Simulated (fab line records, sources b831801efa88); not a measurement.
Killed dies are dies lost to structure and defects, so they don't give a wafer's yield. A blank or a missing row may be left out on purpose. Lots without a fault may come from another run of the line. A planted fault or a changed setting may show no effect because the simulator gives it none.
A struck lot beside a sound one | flow sky130 | 16 steps out of a route of 708
Sound: wafers L436.3, L436.4, L436.6. Struck: wafer L455.5. (L455.2, L455.4 of the same lot were not struck and are left out.) The cause comes at the end.
At each step with rows: each side's tool, then ch and its chambers, then its first start. Under that, the readings that differ: sound wafers | struck wafers | difference of the means | sigmas: that difference in standard deviations of wafers without a fault.
alike: readings whose means differ by less than 2 such deviations, and words and numbers that are the same on both sides. not compared: withheld readings, readings that some wafer has no value for, bounds like >300 that may hide the same value, and numbers for which the record gives no deviation and whose values overlap.
The two part at a step that has a row with sigmas, a row that says differs or no value, or rows on one side only. Numbers that don't overlap but have no deviation are shown without sigmas and don't part them. A reading that every wafer of one side lacks parts them only if that side has two wafers or more.

SKY_VIA1_BOW_MEAS_03:
  sound on film_metro-01, day 33 16:32; struck on film_metro-01, day 39 09:20
  reading       | sound    | struck | difference | sigmas
  VIA1_BOW (um) | 73 76 78 | 91     | +15        | +2
then, 8 steps without rows for these wafers: SKY_VIA1_DEHYDRATE_04 (time 60 s); SKY_VIA1_HMDS_05 (prime time 60 s); SKY_VIA1_COAT_06 (resist thk 60 nm); SKY_VIA1_COAT_07 (resist thk 450 nm); SKY_VIA1_SOFTBAKE_08 (time 90 s); SKY_VIA1_EXPOSE_09 (exposes mask VIM, target cd 150 nm); SKY_VIA1_PEB_10; SKY_VIA1_DEVELOP_11 (develop time 60 s).
SKY_VIA1_CD_MEAS_12: target cd 150 nm.
  sound on cd_sem-01, day 34 18:39; struck on cd_sem-01, day 40 10:26
  alike: cd_nm
SKY_VIA1_OVL_MEAS_13:
  sound on overlay-01, day 34 18:44; struck on overlay-02, day 40 10:32
  alike: VIA1_OVL
SKY_VIA1_ETCH_14: etches BARC in N2/H2, stops on SiO2, time 45.9 s, target depth 60 nm.
  sound on rie_diel-02 ch 0,1,2, day 34 18:46; struck on rie_diel-02 ch 0, day 40 10:34
  alike: chamber_pressure_mTorr, drypump_motor_current_A, oes_product_au, throttle_valve_pct
  not compared: rf_hours_counter_h
SKY_VIA1_ETCH_15: etches SiO2 in C4F8/O2/Ar, stops on TiN, target depth 351 nm, time 54 s.
  sound on rie_diel-02 ch 0,1,2, day 34 18:49; struck on rie_diel-02 ch 0, day 40 10:37
  reading                                     | sound             | struck | difference | sigmas
  chamber_pressure_mTorr (mTorr)              | 40.07 39.95 40.03 | 39.94  | -0.08      | -2
  model.KrF-thick_of_VIA1_COAT_07.thk_nm (nm) | 320.9 319.2 321.2 | 291.8  | -28.6      |
  model.VIA1.feature_depth_nm (nm)            | 344 342.7 343.7   | 348.1  | +4.6       |
  model.TiN_of_METAL1_SPUTTER_04.thk_nm (nm)  | 69.3 70.16 70.52  | 63.84  | -6.15      |
  alike: oes_product_au
  not compared: rf_hours_counter_h
SKY_VIA1_STRIP_16: strips in O2/N2.
  sound on plasma_asher-02 ch 0,1, day 34 18:53; struck on plasma_asher-01 ch 1, day 40 10:40
  reading                      | sound             | struck | difference | sigmas
  oes_product_au (a.u.)        | 0.418 0.417 0.419 | 0.402  | -0.016     | -3
  strip_time_to_endpoint_s (s) | 4.454 4.428 4.459 | 4.156  | -0.291     | -11
  alike: chamber_pressure_mTorr, drypump_motor_current_A
  not compared: rf_hours_counter_h
then, 2 steps without rows for these wafers: SKY_VIA1_STRIP_17 (strips in post etch residue remover, time 1200 s); SKY_PAD_OPEN_PROBE_99.

WHERE THEY PART
First at SKY_VIA1_BOW_MEAS_03; last, within this record, at SKY_VIA1_STRIP_16.

WHY: what the simulator had put in
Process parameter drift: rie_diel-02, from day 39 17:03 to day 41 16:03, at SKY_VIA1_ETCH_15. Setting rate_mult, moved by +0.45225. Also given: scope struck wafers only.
